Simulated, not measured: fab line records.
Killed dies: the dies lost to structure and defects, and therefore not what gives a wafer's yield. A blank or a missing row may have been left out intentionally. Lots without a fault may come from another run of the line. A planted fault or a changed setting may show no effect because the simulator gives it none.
Matching of chambers	flow gf180mcu	4 sister chambers for GF_CONTACT_CMP_27 on cmp-01
The step polishes, stops on SiO2, t overpolish 15 s, target thk 0 nm. 4 wafers are shown with their chamber, then 12 later ones without.

== EACH WAFER AND ITS CHAMBER ==
wafer	chamber	motor-current-A (A)
L085.4	2	9.1
L090.3	1	11.2
L090.4	3	9.1
L090.6	0	12.7

== WAFERS WHOSE CHAMBER IS MISSING ==
wafer	motor-current-A (A)
L092.2	11.8
L092.4	9.0
L092.6	12.5
L094.1	11.8
L094.5	8.8
L094.6	12.1
L096.1	8.8
L096.3	12.9
L096.6	9.6
L097.1	12.8
L097.2	9.2
L097.3	12.1

== WHICH CHAMBER EACH WENT THROUGH ==
wafer	from the rows above	in truth
L092.2	can't be placed: 1 or 0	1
L092.4	can't be placed: 2 or 3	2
L092.6	0	0
L094.1	can't be placed: 1 or 0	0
L094.5	can't be placed: 2 or 3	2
L094.6	can't be placed: 0 or 1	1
L096.1	can't be placed: 2 or 3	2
L096.3	0	0
L096.6	can't be placed: 2 or 3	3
L097.1	0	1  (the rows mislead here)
L097.2	can't be placed: 2 or 3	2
L097.3	can't be placed: 0 or 1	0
Placed correctly: 2 of 12. Not placeable from these rows: 9 (in 9, the candidates include the true chamber). Placed wrongly: 1.
How it was worked out, from the rows above alone: a wafer's distance from a chamber is the root of the sum, over the readings, of the square of ((its reading less the chamber's mean) divided by the reading's scatter). The wafer belongs to the nearest chamber; if the next one is less than 2 further off, it can't be placed. Each chamber's mean is taken over the wafers shown for it. The scatter: with one shown wafer a chamber, the root of the mean of the squares of how far each hidden wafer lies from its nearest shown one.
